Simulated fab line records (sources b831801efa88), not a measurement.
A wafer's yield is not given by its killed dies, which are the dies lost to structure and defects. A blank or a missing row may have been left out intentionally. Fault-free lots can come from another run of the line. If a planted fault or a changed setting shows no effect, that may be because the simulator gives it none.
8D (eight disciplines) problem report, filled in by code :: flow sky130 :: the parts of the form that need people (team, actions taken, sign-off) are left out

## 1. PROBLEM STATEMENT
run-length-s at SKY_PASSIVATION_ETCH_11 reads a mean of 165.4 s on 2 wafers of 2 lots; wafers without a fault read 189.3 s with a standard deviation of 0.43. Relative to the usual mean, that is a shift of -55 standard deviations.
The step: etches the open film in CF4/O2, stops on AlCu, target depth 725 nm, time 161.1 s.
Seen first at day 49 14:22 on rie-diel-01, wafer L526.4. The record has a number at this step for 33 wafers belonging to 11 lots. Rule for "out", or "out of limits": more than 4 standard deviations from the usual mean. Any other wafer with a number is counted as sound.

## 2. WHAT IT IS, AND WHAT IT ISN'T
question: which readings at this step
is: run-length-s, oes-product-au
is not: drypump-motor-current-A, throttle-valve-pct

question: which lots
is: L526, L528
is not: L507, L508, L509, L512, L514, L516, L517, L518, L529

question: which wafers of those lots
is: L526.4, L528.1
is not: L526.1, L526.5, L528.3, L528.5

question: read on which tools
is: rie-diel-01
is not: rie-diel-02, rie-diel-03

question: when
is: from day 49 14:22
is not: up to then (26 sound wafers); but 5 sound wafers of L528, L529 came after

## 3. SUSPECTS, AND WHAT RULES EACH OUT
Counting: a tool at a process step up to the reading stays a suspect if it ran every lot that is out. Sound lots after the first of them don't rule it out here, since some wafers of a struck lot are sound.
- rie-diel-01 at SKY_PASSIVATION_ETCH_11 (etches the open film in CF4/O2, stops on AlCu, target depth 725 nm, time 161.1 s): kept. It ran every lot that is out, first L526 (day 49 14:22); its last sound lot up to then is L518 (day 47 13:22). Its own readings are out on those wafers: oes-product-au, run-length-s.
- In rie-diel-01 at SKY_PASSIVATION_ETCH_11, the wafers that are out were processed in chamber 3 and their sound lot-mates in chambers 0, 2.
After counting, what remains is rie-diel-01 at SKY_PASSIVATION_ETCH_11.

## 4. THE CAUSE (what the simulator had put in)
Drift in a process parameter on rie-diel-01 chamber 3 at SKY_PASSIVATION_ETCH_11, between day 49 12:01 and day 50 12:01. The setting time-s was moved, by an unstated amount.
This tool alone remained once counting was done.

## 5. THE CHAIN OF EFFECTS, in route order
One row per reading whose mean, taken over the struck wafers that have a number, lies over 3 standard deviations from the usual. Only readings whose record carries a usual standard deviation are examined. hours: median over the lots of the time between each lot's start at the first step of this table that gives one and its start at this step. sigmas: the change, counted in usual standard deviations.
hours: 0
step: SKY_PASSIVATION_ETCH_11
reading: oes-product-au
usual: 0.979 a.u.
on struck wafers: 1.012
change: +0.033
sigmas: +4.7

hours: 0
step: SKY_PASSIVATION_ETCH_11
reading: run-length-s
usual: 189.3 s
on struck wafers: 165.4
change: -23.9
sigmas: -55

hours: 0
step: SKY_PASSIVATION_STRIP_12
reading: strip-time-to-endpoint-s
usual: 31.51 s
on struck wafers: 32.26
change: +0.75
sigmas: +5.4

hours: 19
step: SKY_PAD_OPEN_PROBE_99
reading: defect-limited-yield
usual: 82.5 %
on struck wafers: 0.0
change: -82.5
sigmas: -43

hours: 19
step: SKY_PAD_OPEN_PROBE_99
reading: killed-at-other
usual: 0.3
on struck wafers: 395.5
change: +395.2
sigmas: +99 or more

hours: 19
step: SKY_PAD_OPEN_PROBE_99
reading: killed-dies
usual: 86
on struck wafers: 492
change: +406
sigmas: +43

hours: 19
step: SKY_PAD_OPEN_PROBE_99
reading: killed-on-rim
usual: 17
on struck wafers: 96
change: +79
sigmas: +21

hours: 19
step: SKY_PAD_OPEN_PROBE_99
reading: sort_bin_5_function
usual: 10.4 %
on struck wafers: 91.6
change: +81.2
sigmas: +58

hours: 19
step: SKY_PAD_OPEN_PROBE_99
reading: sort-n-pass
usual: 402
on struck wafers: 0
change: -402
sigmas: -37

hours: 19
step: SKY_PAD_OPEN_PROBE_99
reading: sort-yield-pct
usual: 81.7 %
on struck wafers: 0.0
change: -81.7
sigmas: -37
It contains these process steps:
- SKY_PASSIVATION_ETCH_11: etches the open film in CF4/O2, stops on AlCu, target depth 725 nm, time 161.1 s.
- SKY_PASSIVATION_STRIP_12: strips in O2/N2.
- SKY_PAD_OPEN_PROBE_99

## 6. WHAT WOULD HAVE CAUGHT IT SOONER
2 hours passed between the start of the fault at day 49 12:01 and the first reading out of limits in this record, taken at day 49 14:22.
